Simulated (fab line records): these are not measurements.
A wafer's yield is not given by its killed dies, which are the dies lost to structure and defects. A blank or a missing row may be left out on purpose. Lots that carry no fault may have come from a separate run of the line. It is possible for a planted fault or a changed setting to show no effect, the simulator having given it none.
What tool caused it?	flow sky130	6 lots (18 wafers sampled), 1 step of a 708-step route

## WHAT EACH GAUGE READ, for each wafer
SKY_FIELD_ISO_CD_MEAS_13 targets a cd of 150 nm.
lot	measured	on	cd-nm (nm)
L597	day 2 11:33	cd-sem-01	152.6 152.3 152.3
L599	day 2 23:27	cd-sem-02	150.8 149.4 149.1
L601	day 3 10:29	cd-sem-02	152.2 152.7 151.7
L603	day 3 16:43	cd-sem-02	149.4 151.3 150.0
L605	day 4 04:56	cd-sem-02	148.3 148.3 149.2
L617	day 6 18:14	cd-sem-01	151.5 150.9 150.8

## EACH LOT AND THE TOOL THAT RAN IT (in order: tool; ch and the chambers of the sampled wafers; start)
Record: no process step prior to these readings.

## THE ANSWER, worked out from the rows above alone
Rule: what is usual is taken from the lots themselves. The widest of any qualifying gaps counts: lots, ordered by their means at a reading, are off when they make up no more than a third of the lots, leave a main group of 4 or more, and stand apart from it by 3 or more times the standard deviation of that group's means. A main group is skipped when, at the precision printed for the reading in the tables above, its means are all equal. A lot without any number at a reading at which 4 lots or more have one is off too. All remaining lots with rows at the step are treated as sound.
Nothing can be told from this: no lot is off at any reading shown.

## WHAT THE SIMULATOR HAD INSERTED
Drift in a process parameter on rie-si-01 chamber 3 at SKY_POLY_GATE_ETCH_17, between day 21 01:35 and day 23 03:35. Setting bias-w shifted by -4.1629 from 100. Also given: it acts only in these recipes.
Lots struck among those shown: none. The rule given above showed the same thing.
